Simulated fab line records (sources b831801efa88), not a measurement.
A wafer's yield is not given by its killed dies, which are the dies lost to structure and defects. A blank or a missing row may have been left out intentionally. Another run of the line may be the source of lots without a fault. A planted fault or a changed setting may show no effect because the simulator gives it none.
8D (eight disciplines) problem report, filled in by code | flow sky130 | the parts of the form that need people (team, actions taken, sign-off) are left out

## 1. WHAT IS WRONG
VIA1_HDPCVD_THK at SKY_VIA1_THK_MEAS_01 reads a mean of 890 nm on 1 wafer of 1 lot; wafers without a fault read 1031 nm with a standard deviation of 10. That puts it -14 standard deviations away from the usual mean.
First observed at day 35 01:52: wafer L557.6, on film-metro-04. The record has a number at this step for 33 wafers belonging to 11 lots. By rule, "out" or "out of limits" means more than 4 standard deviations away from the usual mean. The other wafers with a number count as sound.

## 2. WHAT THIS IS AND IS NOT
question                    | is                | is not
which readings at this step | VIA1_HDPCVD_THK   | -
which lots                  | L557              | L550, L553, L558, L566, L567, L568, L569, L570, L571, L572
which wafers of those lots  | L557.6            | L557.2, L557.5
read on which gauges        | film-metro-04     | film-metro-01, film-metro-03
when                        | from day 35 01:52 | up to then (8 sound wafers); but 24 sound wafers of L558, L566, L567, L568, L569, L570, L571, L572 came after

## 3. SUSPECTS, AND WHAT RULES EACH OUT
Counting: a tool at a process step up to the reading stays a suspect if it ran every lot that is out. Sound lots after the first of them don't rule it out here, since some wafers of a struck lot are sound.
- the gauge at SKY_VIA1_THK_MEAS_01: ruled out. All the wafers that are out were read on film-metro-04, but those of them that SKY_VIA1_HDPCVD_00 has rows for are out there too, on other tools.
- hdpcvd-02 at SKY_VIA1_HDPCVD_00 (deposits SiO2, target thk 1030 nm, time 171.7 s): kept. L557, the lot that is out, went through it at day 35 01:44; up to then, the latest sound lot through it was L553 at day 33 23:07. Out on those wafers are its own readings of sih4-flow-sccm.
- At SKY_VIA1_HDPCVD_00, inside hdpcvd-02: chamber 2 took the wafers that are out, while their sound lot-mates went through chambers 0, 1.
Remaining after the count: hdpcvd-02 at SKY_VIA1_HDPCVD_00.

## 4. THE CAUSE (what the simulator had put in)
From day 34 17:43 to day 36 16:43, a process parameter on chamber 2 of hdpcvd-02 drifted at SKY_VIA1_HDPCVD_00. The setting sih4-flow-sccm was moved by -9, starting from 60. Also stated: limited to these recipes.
This tool alone remained once counting was done.

## 5. THE CHAIN OF EFFECTS, in route order
Each row: a reading where the mean over the struck wafers with a number is more than 3 standard deviations away from the usual. Only readings for which the record gives a usual standard deviation are gone through. hours: the time from each lot's start at the first step in this table that gives one to its start at this step, as a median over the lots. sigmas: the change in usual standard deviations.
hours | step                 | reading         | usual      | on struck wafers | change | sigmas
0     | SKY_VIA1_HDPCVD_00   | sih4-flow-sccm  | 60.02 sccm | 51.27            | -8.75  | -46
0     | SKY_VIA1_THK_MEAS_01 | VIA1_HDPCVD_THK | 1031 nm    | 890              | -141   | -14
It contains these process steps:
- SKY_VIA1_HDPCVD_00: deposits SiO2, target thk 1030 nm, time 171.7 s.

## 6. WHAT WOULD HAVE CAUGHT IT SOONER
8 hours passed between the start of the fault at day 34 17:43 and the first reading out of limits at a measuring or inspecting step in this record, taken at day 35 01:52.
At SKY_VIA1_HDPCVD_00, the tool's own readings (sih4-flow-sccm) were out on each struck wafer the step has a row for, so an alarm limit on them would have fired on the first such wafer.
Each of the lots that are out, 1 in all, had begun SKY_VIA1_HDPCVD_00 on hdpcvd-02 no later than day 35 01:52. Tool hold at that time: it would have spared none of them.
